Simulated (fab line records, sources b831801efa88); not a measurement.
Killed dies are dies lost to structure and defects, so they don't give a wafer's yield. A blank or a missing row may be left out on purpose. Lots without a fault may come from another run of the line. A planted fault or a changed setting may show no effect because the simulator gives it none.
A struck lot beside a sound one | flow sky130 | 15 steps out of a route of 708
Sound: wafers L766.1, L766.4, L766.5. Struck: wafers L772.3, L772.4, L772.6. The cause comes at the end.
At each step with rows: each side's tool, then ch and its chambers, then its first start. Under that, the readings that differ: sound wafers | struck wafers | difference of the means | sigmas: that difference in standard deviations of wafers without a fault.
alike: readings whose means differ by less than 2 such deviations, and words and numbers that are the same on both sides. not compared: withheld readings, readings that some wafer has no value for, bounds like >300 that may hide the same value, and numbers for which the record gives no deviation and whose values overlap.
The two part at a step that has a row with sigmas, a row that says differs or no value, or rows on one side only. Numbers that don't overlap but have no deviation are shown without sigmas and don't part them. A reading that every wafer of one side lacks parts them only if that side has two wafers or more.

SKY_VIA2_CMP_02: polishes SiO2.
  sound on cmp-02 ch 1,3, day 37 16:08; struck on cmp-02 ch 1,2, day 39 03:35
  alike: motor_current_A
SKY_VIA2_BOW_MEAS_03:
  sound on film_metro-02, day 37 16:23; struck on film_metro-04, day 39 03:55
  reading       | sound    | struck   | difference | sigmas
  VIA2_BOW (um) | 73 74 82 | 91 99 95 | +19        | +2
then, 8 steps without rows for these wafers: SKY_VIA2_DEHYDRATE_04 (time 60 s); SKY_VIA2_HMDS_05 (prime time 60 s); SKY_VIA2_COAT_06 (resist thk 60 nm); SKY_VIA2_COAT_07 (resist thk 450 nm); SKY_VIA2_SOFTBAKE_08 (time 90 s); SKY_VIA2_EXPOSE_09 (exposes mask VIM2, target cd 200 nm); SKY_VIA2_PEB_10; SKY_VIA2_DEVELOP_11 (develop time 60 s).
SKY_VIA2_CD_MEAS_12: target cd 200 nm.
  sound on cd_sem-01, day 38 17:35; struck on cd_sem-02, day 40 05:03
  reading    | sound             | struck            | difference | sigmas
  cd_nm (nm) | 201.7 203.1 201.7 | 199.2 197.9 199.7 | -3.2       | -2
SKY_VIA2_OVL_MEAS_13:
  sound on overlay-01, day 38 17:43; struck on overlay-01, day 40 05:08
  reading       | sound | struck    | difference | sigmas
  VIA2_OVL (nm) | 8 6 0 | -7 -2 -19 | -14        | -2
SKY_VIA2_ETCH_14: etches BARC in N2/H2, stops on SiO2, time 45.9 s, target depth 60 nm.
  sound on rie_diel-03 ch 0,1,3, day 38 17:44; struck on rie_diel-03 ch 1,3, day 40 05:10
  reading               | sound               | struck            | difference                    | sigmas
  bias_w (W)            | 100.39 99.98 100.01 | - - -             | no value on the struck wafers |
  oes_product_au (a.u.) | 0.852 0.846 0.857   | 0.877 0.881 0.882 | +0.028                        | +6
  run_length_s (s)      | 73.8 74.8 74.4      | 73.2 72.6 73.1    | -1.4                          | -4
  alike: drypump_motor_current_A, h2_flow_sccm, throttle_valve_pct
  not compared: rf_hours_counter_h
SKY_VIA2_ETCH_15: etches SiO2 in C4F8/O2/Ar, stops on TiN, target depth 546 nm, time 84 s.
  sound on rie_diel-03 ch 0,1,3, day 38 17:47; struck on rie_diel-03 ch 1,3, day 40 05:13
  alike: bias_w, oes_product_au, run_length_s
  not compared: rf_hours_counter_h
-- the record jumps here: 9 days lie between the struck wafers' starts before and after (it left off in module VIA2 and takes up again in module PAD_OPEN, whose first step shown is number 708 of the route) --
SKY_PAD_OPEN_PROBE_99:
  sound on prober-02, day 47 22:58; struck on prober-02, day 48 19:10
  alike: defect_limited_yield, killed_at_M0_to_M3, killed_at_M4_up, killed_at_contacts, killed_at_front_end, killed_at_other, killed_dies, killed_open, killed_short, sort_bin_3_pad_short, sort_bin_5_function, sort_bin_6_memory, sort_n_pass, sort_yield_pct

WHERE THEY PART
First at SKY_VIA2_BOW_MEAS_03; last, within this record, at SKY_VIA2_ETCH_14. Later steps at which nothing parts them and some readings are alike: SKY_VIA2_ETCH_15, SKY_PAD_OPEN_PROBE_99.

WHY: what the simulator had put in
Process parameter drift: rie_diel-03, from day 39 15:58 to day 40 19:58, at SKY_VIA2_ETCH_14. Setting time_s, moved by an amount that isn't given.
